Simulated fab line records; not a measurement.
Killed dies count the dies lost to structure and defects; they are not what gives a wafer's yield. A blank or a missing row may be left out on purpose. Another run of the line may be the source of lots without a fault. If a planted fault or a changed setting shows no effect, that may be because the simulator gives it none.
A struck lot beside a sound one | flow sky130 | 34 out of 708 route steps
Sound: these wafers, L912.2, L912.3, L912.5. Struck: wafers L919.2, L919.6 (left out: L919.3, a lot-mate that was not struck); the cause follows at the end.
At each step with rows: each side's tool, then ch and its chambers, then its first start. Under that, the readings that differ: sound wafers | struck wafers | difference of the means | sigmas: that difference in standard deviations of wafers without a fault.
alike: readings whose means differ by less than 2 such deviations, and words and numbers that are the same on both sides. not compared: withheld readings, readings that some wafer has no value for, bounds like >300 that may hide the same value, and numbers for which the record gives no deviation and whose values overlap.
The two part at a step that has a row with sigmas, a row that says differs or no value, or rows on one side only. Numbers that don't overlap but have no deviation are shown without sigmas and don't part them. A reading missing from all wafers of one side parts the sides only when that side holds two or more wafers.

SKY_VIA1_OVL_MEAS_13:
  sound on overlay-01 at day 34 19:35; struck on overlay-02 at day 37 02:44
  alike: VIA1_OVL
then, 2 steps without rows for these wafers: SKY_VIA1_ETCH_14 (etches BARC in N2/H2, stops on SiO2, time 45.9 s, target depth 60 nm); SKY_VIA1_ETCH_15 (etches SiO2 in C4F8/O2/Ar, stops on TiN, target depth 351 nm, time 54 s).
SKY_VIA1_STRIP_16: strips in O2/N2.
  sound on plasma-asher-04 ch 0, day 34 19:42; struck on plasma-asher-03 ch 0,1, day 37 02:51
  alike: drypump-motor-current-A, oes-product-au, strip-time-to-endpoint-s
  not compared: rf-hours-counter-h
then, 3 steps without rows for these wafers: SKY_VIA1_STRIP_17 (strips in post etch residue remover, time 1200 s); SKY_VIA1_CLEAN_18 (cleans in IPA, time 180 s); SKY_VIA1_CLEAN_19 (cleans in O3/DIW).
SKY_VIA1_SPUTTER_20: material TiN, target thk 20 nm, time 80 s.
  sound on pvd-sputter-04 at day 34 20:19; struck on pvd-sputter-04 at day 37 03:27
  alike: throttle-valve-pct
then, 1 step without rows for these wafers: SKY_VIA1_CVD_21 (deposits W, target thk 270 nm, time 80.902 s).
SKY_VIA1_RS_MEAS_22: measures by four-point-probe.
  sound on film-metro-01 at day 34 20:29; struck on film-metro-01 at day 37 03:37
  alike: VIA1_W_RS
SKY_VIA1_THK_MEAS_23: measures by xrf.
  sound on film-metro-01 at day 34 20:36; struck on film-metro-01 at day 37 03:44
  alike: VIA1_W_THK
then, 1 step without rows for these wafers: SKY_VIA1_CMP_24 (polishes, stops on SiO2, t overpolish 15 s, target thk 0 nm).
SKY_METAL2_SPUTTER_00: material Ti, target thk 15 nm, time 10 s.
  sound on pvd-sputter-01 at day 34 20:57; struck on pvd-sputter-01 at day 37 04:05
  reading                                   | sound             | struck      | difference | sigmas
  model.Ti_of_METAL2_SPUTTER_00.thk-nm (nm) | 15.21 15.25 15.26 | 28.02 28.13 | +12.83     |
  alike: throttle-valve-pct
then, 2 steps without rows for these wafers: SKY_METAL2_SPUTTER_01 (material TiN, target thk 20 nm, time 16.7 s); SKY_METAL2_SPUTTER_02 (material AlCu, target thk 250 nm, time 13.3 s).
SKY_METAL2_SPUTTER_03: material Ti, target thk 5 nm, time 3.3 s.
  sound on pvd-sputter-01 at day 34 21:02; struck on pvd-sputter-01 at day 37 04:09
  alike: throttle-valve-pct
SKY_METAL2_SPUTTER_04: material TiN, target thk 70 nm, time 58.3 s.
  sound on pvd-sputter-01 at day 34 21:03; struck on pvd-sputter-01 at day 37 04:10
  alike: throttle-valve-pct
SKY_METAL2_RS_MEAS_05: measures by four-point-probe.
  sound on film-metro-03 at day 34 21:07; struck on film-metro-04 at day 37 04:14
  alike: METAL2_ALCU_RS
SKY_METAL2_THK_MEAS_06: measures by xrf.
  sound on film-metro-03 at day 34 21:13; struck on film-metro-04 at day 37 04:21
  alike: METAL2_ALCU_THK
then, 8 steps without rows for these wafers: SKY_METAL2_DEHYDRATE_07 (time 60 s); SKY_METAL2_HMDS_08 (prime time 60 s); SKY_METAL2_COAT_09 (resist thk 60 nm); SKY_METAL2_COAT_10 (resist thk 450 nm); SKY_METAL2_SOFTBAKE_11 (time 90 s); SKY_METAL2_EXPOSE_12 (exposes mask MM2, target cd 140 nm); SKY_METAL2_PEB_13; SKY_METAL2_DEVELOP_14 (develop time 60 s).
SKY_METAL2_CD_MEAS_15: the cd target is 140 nm.
  sound on cd-sem-02 at day 35 23:11; struck on cd-sem-01 at day 38 05:20
  alike: cd-nm
SKY_METAL2_OVL_MEAS_16:
  sound on overlay-02 at day 35 23:17; struck on overlay-02 at day 38 05:26
  alike: METAL2_OVL
SKY_METAL2_DESCUM_17: chemistry O2, time 8 s.
  sound on rie-metal-04 ch 1, day 35 23:19; struck on rie-metal-04 ch 0,1, day 38 05:28
  alike: drypump-motor-current-A, oes-product-au
  not compared: rf-hours-counter-h
then, 1 step without rows for these wafers: SKY_METAL2_ETCH_18 (etches BARC in N2/H2, stops on SiO2, time 45.9 s, target depth 60 nm).
SKY_METAL2_METAL_ETCH_19: etches the open film in Cl2/BCl3, stops on SiO2, target depth 360 nm, time 78 s.
  sound on rie-metal-04 ch 1, day 35 23:25; struck on rie-metal-04 ch 0,1, day 38 05:34
  reading               | sound             | struck      | difference | sigmas
  oes-product-au (a.u.) | 0.857 0.857 0.845 | 0.868 0.871 | +0.016     | +3
  alike: bias-w, drypump-motor-current-A, throttle-valve-pct
  not compared: rf-hours-counter-h
then, 2 steps without rows for these wafers: SKY_METAL2_STRIP_20 (strips in O2/N2); SKY_PAD_OPEN_PROBE_99.

== WHERE THEY PART ==
Only at SKY_METAL2_METAL_ETCH_19, as far as this record shows.

WHY: what had been put in by the simulator
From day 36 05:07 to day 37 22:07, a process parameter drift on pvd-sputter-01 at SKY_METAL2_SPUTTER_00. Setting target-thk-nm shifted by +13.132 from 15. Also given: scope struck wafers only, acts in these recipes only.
